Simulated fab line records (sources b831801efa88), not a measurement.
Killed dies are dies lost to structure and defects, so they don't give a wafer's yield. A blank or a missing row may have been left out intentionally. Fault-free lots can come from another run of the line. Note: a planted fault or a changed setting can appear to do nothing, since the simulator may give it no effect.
8D (eight disciplines) problem report, filled in by code + flow gf180mcu + the parts of the form that need people (team, actions taken, sign-off) are left out

== 1. WHAT IS WRONG ==
GF_M3_SOFTBAKE_10, run-length-s: mean 106.88 s over 1 wafer from 1 lot; wafers with no fault: 89.32 s, standard deviation 0.14. So: +99 or more standard deviations from the usual mean.
The step: time 60 s.
Seen first at day 26 03:50 on litho-track-03, wafer L494.1. At this step, 36 wafers from 12 lots have a number in the record. Rule for "out", or "out of limits": more than 4 standard deviations from the usual mean. All remaining wafers that have a number are taken as sound.

== 2. WHAT IT IS; WHAT IT IS NOT ==
| question                    | is                | is not                                                                                                   |
|-----------------------------|-------------------|----------------------------------------------------------------------------------------------------------|
| which readings at this step | run-length-s      | plate-temp-C                                                                                             |
| which lots                  | L494              | L480, L481, L482, L483, L495, L496, L499, L500, L501, L502, L503                                         |
| which wafers of those lots  | L494.1            | L494.3, L494.5                                                                                           |
| read on which tools         | litho-track-03    | litho-track-01, litho-track-02                                                                           |
| when                        | from day 26 03:50 | up to then (14 sound wafers); but 21 sound wafers of L495, L496, L499, L500, L501, L502, L503 came after |

== 3. THE SUSPECTS, EACH WITH WHAT RULES IT OUT ==
Counting: any tool at a process step up to the reading remains a suspect provided it ran every lot that is out. Sound lots after the first of them don't rule it out here, since some wafers of a struck lot are sound.
- litho-track-03 at GF_M3_SOFTBAKE_10 (time 60 s): kept. It ran the lot that is out, L494 (day 26 03:50); its last sound lot up to then is L483 (day 22 09:45). Its own run-length-s readings are out on those wafers.
Left after counting: litho-track-03 at GF_M3_SOFTBAKE_10.

== 4. THE CAUSE (what the simulator had put in) ==
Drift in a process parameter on litho-track-03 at GF_M3_SOFTBAKE_10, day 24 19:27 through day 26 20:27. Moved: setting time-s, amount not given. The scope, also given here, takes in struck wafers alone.
This tool alone remained once counting was done.

== 5. THE EFFECT CHAIN, in route order ==
Rows list readings where the struck wafers' mean (over those with a number) sits beyond 3 standard deviations from the usual. Only readings for which the record gives a usual standard deviation are gone through. hours: the time from each lot's start at the first step in this table that gives one to its start at this step, as a median over the lots. sigmas: the change in usual standard deviations.
| hours | step                    | reading            | usual   | on struck wafers | change | sigmas      |
|-------|-------------------------|--------------------|---------|------------------|--------|-------------|
| 0     | GF_M3_SOFTBAKE_10       | run-length-s       | 89.32 s | 106.88           | +17.56 | +99 or more |
| 171   | GF_PASSIVATION_PROBE_99 | killed-at-contacts | 5.8     | 15.0             | +9.2   | +3.4        |
Here are the process steps it includes:
- GF_M3_SOFTBAKE_10: time 60 s.
- GF_PASSIVATION_PROBE_99

== 6. HOW IT WOULD HAVE BEEN CAUGHT EARLIER ==
In this record no reading fell out of limits until day 26 03:50, 32 hours after the fault had begun at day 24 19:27.
